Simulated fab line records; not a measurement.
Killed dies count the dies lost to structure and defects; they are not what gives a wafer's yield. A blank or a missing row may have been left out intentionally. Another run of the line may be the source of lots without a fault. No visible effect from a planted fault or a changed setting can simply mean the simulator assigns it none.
Chamber matching / flow gf180mcu / cmp-01 running GF_V4_CMP_04: 4 sister chambers
The step polishes SiO2. 8 wafers are shown with their chamber, then 8 later ones without.

## WAFERS, EACH WITH ITS CHAMBER
wafer=L198.6; chamber=3; motor_current_A (A)=12.5; time_to_endpoint_s (s)=77
wafer=L207.1; chamber=3; motor_current_A (A)=12.6; time_to_endpoint_s (s)=77
wafer=L210.5; chamber=0; motor_current_A (A)=11.7; time_to_endpoint_s (s)=81
wafer=L210.6; chamber=1; motor_current_A (A)=13.7; time_to_endpoint_s (s)=80
wafer=L213.1; chamber=1; motor_current_A (A)=13.2; time_to_endpoint_s (s)=70
wafer=L213.2; chamber=0; motor_current_A (A)=11.2; time_to_endpoint_s (s)=68
wafer=L213.3; chamber=2; motor_current_A (A)=12.8; time_to_endpoint_s (s)=73
wafer=L215.1; chamber=2; motor_current_A (A)=12.7; time_to_endpoint_s (s)=79

## WAFERS MISSING THEIR CHAMBER
wafer=L215.4; motor_current_A (A)=11.1; time_to_endpoint_s (s)=83
wafer=L215.6; motor_current_A (A)=13.9; time_to_endpoint_s (s)=77
wafer=L217.1; motor_current_A (A)=12.0; time_to_endpoint_s (s)=79
wafer=L217.2; motor_current_A (A)=13.2; time_to_endpoint_s (s)=83
wafer=L217.5; motor_current_A (A)=13.3; time_to_endpoint_s (s)=87
wafer=L219.1; motor_current_A (A)=13.3; time_to_endpoint_s (s)=71
wafer=L219.3; motor_current_A (A)=11.7; time_to_endpoint_s (s)=75
wafer=L219.5; motor_current_A (A)=13.2; time_to_endpoint_s (s)=85

## THE CHAMBER EACH PASSED THROUGH
wafer=L215.4; from the rows above=0; in truth=0
wafer=L215.6; from the rows above=1; in truth=1
wafer=L217.1; from the rows above=can't be placed: 3 or 0 or 2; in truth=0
wafer=L217.2; from the rows above=can't be placed: 1 or 2 or 3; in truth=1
wafer=L217.5; from the rows above=can't be placed: 1 or 2 or 3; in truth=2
wafer=L219.1; from the rows above=can't be placed: 1 or 2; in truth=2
wafer=L219.3; from the rows above=0; in truth=0
wafer=L219.5; from the rows above=can't be placed: 1 or 2 or 3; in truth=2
Placed correctly: 3 of 8. Can't be placed from these rows: 5 (the true chamber is among the candidates in 5). Number placed wrongly: 0.
How it was worked out, from the rows above alone: a wafer's distance from a chamber is the root of the sum, over the readings, of the square of ((its reading less the chamber's mean) divided by the reading's scatter). If the next closest chamber is less than 2 further off than the closest, the wafer can't be placed; otherwise it belongs to the closest. Each chamber's mean is taken over the wafers shown for it. The scatter: the root of (the sum of the squares of (reading less its chamber's mean) over the shown wafers, divided by (wafers less chambers)).
